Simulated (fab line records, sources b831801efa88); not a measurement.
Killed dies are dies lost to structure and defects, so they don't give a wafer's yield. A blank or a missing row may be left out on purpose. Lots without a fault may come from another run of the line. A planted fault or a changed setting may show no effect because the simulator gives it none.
A struck lot beside a sound one | flow sky130 | 15 steps out of a route of 708
Sound: wafers L457.2, L457.3, L457.6. Struck: wafers L464.2, L464.3, L464.5. The cause comes at the end.
At each step with rows: each side's tool, then ch and its chambers, then its first start. Under that, the readings that differ: sound wafers | struck wafers | difference of the means | sigmas: that difference in standard deviations of wafers without a fault.
alike: readings whose means differ by less than 2 such deviations, and words and numbers that are the same on both sides. not compared: withheld readings, readings that some wafer has no value for, bounds like >300 that may hide the same value, and numbers for which the record gives no deviation and whose values overlap.
The two part at a step that has a row with sigmas, a row that says differs or no value, or rows on one side only. Numbers that don't overlap but have no deviation are shown without sigmas and don't part them. A reading that every wafer of one side lacks parts them only if that side has two wafers or more.

first, 2 steps without rows for these wafers: SKY_PWDE_PEB_05; SKY_PWDE_DEVELOP_06 (develop time 60 s).
SKY_PWDE_OVL_MEAS_07:
  sound on overlay-01, day 6 17:07; struck on overlay-02, day 8 02:13
  alike: PWDE_OVL
then, 1 step without rows for these wafers: SKY_PWDE_IMPLANT_08.
SKY_PWDE_STRIP_09: strips in O2/N2.
  sound on plasma_asher-04 ch 0,1, day 6 17:17; struck on plasma_asher-02 ch 1, day 8 02:24
  alike: drypump_motor_current_A, oes_product_au, strip_time_to_endpoint_s
  not compared: rf_hours_counter_h
SKY_PWDE_TW_MEAS_10:
  sound on film_metro-02, day 6 17:24; struck on film_metro-04, day 8 02:31
  alike: PWDE_TW
then, 6 steps without rows for these wafers: SKY_NWELL_DEHYDRATE_03 (time 60 s); SKY_NWELL_HMDS_04 (prime time 60 s); SKY_NWELL_COAT_05 (resist thk 3000 nm); SKY_NWELL_SOFTBAKE_06; SKY_NWELL_EXPOSE_07 (exposes mask NWM, target cd 840 nm); SKY_NWELL_PEB_08.
SKY_NWELL_DEVELOP_09: develop time 60 s.
  sound on litho_track-01 ch 0, day 7 11:00; struck on litho_track-02 ch 0, day 8 22:00
  alike: developer_temp_C
SKY_NWELL_OVL_MEAS_10:
  sound on overlay-01, day 7 11:50; struck on overlay-01, day 8 22:32
  reading           | sound          | struck | difference                    | sigmas
  NWELL_00_OVL (nm) | -1.9 -1.6 -2.0 | - - -  | no value on the struck wafers |
then, 1 step without rows for these wafers: SKY_NWELL_IMPLANT_11.

WHERE THEY PART
Only at SKY_NWELL_OVL_MEAS_10, within this record.

WHY: what the simulator had put in
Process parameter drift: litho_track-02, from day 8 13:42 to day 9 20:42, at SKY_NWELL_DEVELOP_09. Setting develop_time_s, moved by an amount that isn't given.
